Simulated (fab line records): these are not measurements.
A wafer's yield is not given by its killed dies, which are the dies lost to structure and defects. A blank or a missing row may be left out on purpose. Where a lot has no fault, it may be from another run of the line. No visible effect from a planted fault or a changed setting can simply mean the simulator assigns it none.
A lot that was struck, set against a sound lot / flow sky130 / 42 out of 708 route steps
Sound: these wafers, L836.3, L836.4, L836.6. Struck: wafers L848.1, L848.2, L848.5. The cause comes at the end.
Per side, at each step with rows, come the tool, then ch with its chambers, and then its first start. Under that, the readings that differ: sound wafers / struck wafers / difference of the means / sigmas: that difference in standard deviations of wafers without a fault.
alike: same words and numbers on both sides, and readings whose means sit less than 2 such deviations apart. not compared: any withheld reading, any reading some wafer has no value for, any bound like >300 that may hide the same value, and any number with overlapping values for which the record gives no deviation.
A row with sigmas, a row that says differs or no value, or rows on one side alone: a step with any of these is where the two part. When numbers do not overlap yet have no deviation, they are printed without sigmas and do not part them. A reading missing from all wafers of one side parts the sides only when that side holds two or more wafers.

first, 1 step without rows for these wafers: SKY_FIELD_ISO_ANNEAL_26 (time 1800 s).
SKY_FIELD_ISO_CMP_27: polishes, stops on Si3N4, t overpolish 16 s, target thk 457.8 nm.
  sound on cmp-02 ch 1,2, day 2 14:52; struck on cmp-02 ch 0,2, day 5 08:36
  alike: motor current A, overpolish run s, retaining ring pressure frac, time to endpoint s
then, 5 steps without rows for these wafers: SKY_FIELD_ISO_WET_ETCH_28 (etches SiO2 in dHF, target depth 23.7 nm, time 47 s); SKY_FIELD_ISO_WET_ETCH_29 (etches Si3N4 in H3PO4, target depth 160 nm, time 1825 s); SKY_FIELD_ISO_WET_ETCH_30 (etches SiO2 in dHF, target depth 25 nm, time 50 s); SKY_NWELL_CLEAN_00 (cleans in SC1/SC2, time 150 s); SKY_NWELL_OXIDATION_01 (stabilise 600 s, purge 300 s, target thk 10 nm).
SKY_NWELL_THK_MEAS_02:
  sound: film metro-01 at day 2 17:37; struck: film metro-03 at day 5 14:07
  alike: NWELL_OXIDATION_THK
then, 4 steps without rows for these wafers: SKY_DNWELL_DEHYDRATE_00 (time 60 s); SKY_DNWELL_HMDS_01 (prime time 60 s); SKY_DNWELL_COAT_02 (resist thk 3000 nm); SKY_DNWELL_SOFTBAKE_03.
SKY_DNWELL_EXPOSE_04: exposes mask DNM, target cd 3000 nm.
  sound on iline stepper-02 ch 0, day 3 01:49; struck on iline stepper-02 ch 0, day 5 23:04
reading=mask; sound=DNM#0 DNM#0 DNM#0; struck=NWM#0 NWM#0 NWM#0; difference=differs; sigmas=
then, 3 steps without rows for these wafers: SKY_DNWELL_PEB_05; SKY_DNWELL_DEVELOP_06 (develop time 60 s); SKY_DNWELL_IMPLANT_07.
SKY_DNWELL_STRIP_08: strips in O2/N2.
  sound on plasma asher-01 ch 0,1, day 3 09:32; struck on plasma asher-04 ch 0,1, day 6 08:23
reading=strip time to endpoint s (s); sound=37.08 37.12 37.17; struck=36.94 36.97 36.86; difference=-0.20; sigmas=-2
  alike: chamber pressure mTorr, drypump motor current A, n2 flow sccm, oes product au
  not compared: rf hours counter h
SKY_DNWELL_TW_MEAS_09:
  sound: film metro-03 at day 3 09:37; struck: film metro-01 at day 6 08:29
reading=DNWELL_TW; sound=1112 1112 1108; struck=30 30 30; difference=-1081; sigmas=-98
then, 7 steps without rows for these wafers: SKY_PWDE_DEHYDRATE_00 (time 60 s); SKY_PWDE_HMDS_01 (prime time 60 s); SKY_PWDE_COAT_02 (resist thk 3059 nm); SKY_PWDE_SOFTBAKE_03; SKY_PWDE_EXPOSE_04 (exposes mask PWDEM, target cd 840 nm); SKY_PWDE_PEB_05; SKY_PWDE_DEVELOP_06 (develop time 60 s).
SKY_PWDE_OVL_MEAS_07:
  sound: overlay-02 at day 4 02:16; struck: overlay-01 at day 7 02:58
  alike: PWDE_OVL
after that, 1 step had no rows for these wafers: SKY_PWDE_IMPLANT_08.
SKY_PWDE_STRIP_09: strips in O2/N2.
  sound on plasma asher-01 ch 0,1, day 4 02:28; struck on plasma asher-03 ch 0,1, day 7 03:09
  alike: chamber pressure mTorr, drypump motor current A, n2 flow sccm, oes product au, strip time to endpoint s
  not compared: rf hours counter h
SKY_PWDE_TW_MEAS_10:
  sound: film metro-01 at day 4 02:33; struck: film metro-04 at day 7 03:15
  alike: PWDE_TW
then, 7 steps without rows for these wafers: SKY_NWELL_DEHYDRATE_03 (time 60 s); SKY_NWELL_HMDS_04 (prime time 60 s); SKY_NWELL_COAT_05 (resist thk 3000 nm); SKY_NWELL_SOFTBAKE_06; SKY_NWELL_EXPOSE_07 (exposes mask NWM, target cd 840 nm); SKY_NWELL_PEB_08; SKY_NWELL_DEVELOP_09 (develop time 60 s).
SKY_NWELL_OVL_MEAS_10:
  sound: overlay-02 at day 4 19:44; struck: overlay-01 at day 7 23:33
  alike: NWELL_00_OVL
then, 3 steps without rows for these wafers: SKY_NWELL_IMPLANT_11; SKY_NWELL_IMPLANT_12; SKY_NWELL_IMPLANT_13.
SKY_NWELL_STRIP_14: strips in O2/N2.
  sound on plasma asher-03 ch 0,1, day 4 20:15; struck on plasma asher-01 ch 0,1, day 8 00:02
  alike: chamber pressure mTorr, drypump motor current A, n2 flow sccm, oes product au, strip time to endpoint s
  not compared: rf hours counter h
SKY_NWELL_TW_MEAS_15:
  sound: film metro-03 at day 4 20:20; struck: film metro-04 at day 8 00:08
reading=NWELL_TW; sound=1813 1821 1821; struck=1947 1933 1948; difference=+124; sigmas=+6

## WHERE THEY PART
At SKY_DNWELL_EXPOSE_04 first; at SKY_NWELL_TW_MEAS_15 last (within this record only).

WHY: what the simulator had put in
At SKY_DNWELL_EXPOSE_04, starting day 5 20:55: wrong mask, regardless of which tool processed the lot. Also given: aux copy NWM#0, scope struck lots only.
